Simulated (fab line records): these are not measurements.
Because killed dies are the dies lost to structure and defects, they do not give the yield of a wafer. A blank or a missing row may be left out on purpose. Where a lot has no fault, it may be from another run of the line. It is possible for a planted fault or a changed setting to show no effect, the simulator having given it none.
The same fault as seen by 2 desks :: flow sky130 :: only its own numbers are on each desk; what lay behind them is given at the end

== METROLOGY DESK ==
What the gauges read, lot by lot, whatever tool the lot ran on: means of the sampled wafers that have a number. If a lot's mean is further than 4 standard deviations from the usual mean, the lot is out of limits and carries the mark OUT (the distance appears in the brackets).
Columns: A = SONOS_TUNNEL_OVL at SKY_SONOS_TUNNEL_OVL_MEAS_08, usual -1.2 nm; B = SONOS_TUNNEL_TW at SKY_SONOS_TUNNEL_TW_MEAS_12, usual 196.4; C = SONOS_ONO_CVD_04_THK at SKY_SONOS_ONO_THK_MEAS_05, usual 5.75 nm
lot: L849
first seen here: day 11 17:35
A: -0.8
B: 194.3
C: 5.98

lot: L851
first seen here: day 12 01:23
A: -1.0
B: 196.9
C: 5.76

lot: L852
first seen here: day 12 14:17
A: -0.8
B: 196.5
C: 5.83

lot: L855
first seen here: day 13 14:22
A: -0.6
B: 197.4
C: 5.95

lot: L858
first seen here: day 14 09:14
A: -1.4
B: 196.9
C: 5.66

lot: L860
first seen here: day 15 00:20
A: -3.3
B: 197.2
C: 6.08

lot: L861
first seen here: day 15 11:13
A: -1.7
B: 198.7
C: 6.10

lot: L862
first seen here: day 15 19:13
A: -1.2
B: 197.6
C: 6.08

lot: L869
first seen here: day 18 02:12
A: 1.0
B: 198.4
C: 5.60

lot: L870
first seen here: day 18 07:54
A: -0.9
B: 193.6
C: 5.79

lot: L871
first seen here: day 18 16:08
A: -0.7
B: 194.4
C: 5.64

lot: L872
first seen here: day 19 02:24
A: -1.5
B: 197.4
C: 5.82
This desk found nothing out of limits on any of the 12 lots.

== FOR THE TOOL OWNER'S DESK: lpcvd-03 ==
The tool's own readings at SKY_SONOS_ONO_CVD_04 (deposits SiO2 from SiH4/N2O, target thk 5.7199 nm): means of the sampled wafers that have a number, for each lot that ran on this tool. If a lot's mean is further than 4 standard deviations from the usual mean, the lot is out of limits and carries the mark OUT (the distance appears in the brackets).
Columns: A = zone power lower pct at SKY_SONOS_ONO_CVD_04, usual 18.5 %; B = zone power top pct at SKY_SONOS_ONO_CVD_04, usual 37 %
lot: L849
first seen here: day 11 22:53
A: 17.7
B: 42

lot: L851
first seen here: day 12 07:50
A: 20.1
B: 27

lot: L852
first seen here: day 12 19:45
A: 20.0
B: 27

lot: L855
first seen here: day 13 18:08
A: 17.7
B: 43

lot: L858
first seen here: day 14 12:52
A: 17.7
B: 43

lot: L860
first seen here: day 15 08:21
A: 17.5
B: 43

lot: L861
first seen here: day 15 19:43
A: 17.8
B: 43

lot: L862
first seen here: day 16 02:55
A: 17.8
B: 43

lot: L869
first seen here: day 18 09:12
A: 17.9
B: 43

lot: L870
first seen here: day 18 14:36
A: 19.9
B: 26

lot: L871
first seen here: day 19 01:05
A: 20.1
B: 27

lot: L872
first seen here: day 19 06:29
A: 17.6
B: 43
This desk found nothing out of limits on any of the 12 lots.

== ALL TOGETHER ==
The metrology desk saw nothing out of limits.
The tool owner's desk saw nothing out of limits.

== WHAT THE SIMULATOR HAD INSERTED ==
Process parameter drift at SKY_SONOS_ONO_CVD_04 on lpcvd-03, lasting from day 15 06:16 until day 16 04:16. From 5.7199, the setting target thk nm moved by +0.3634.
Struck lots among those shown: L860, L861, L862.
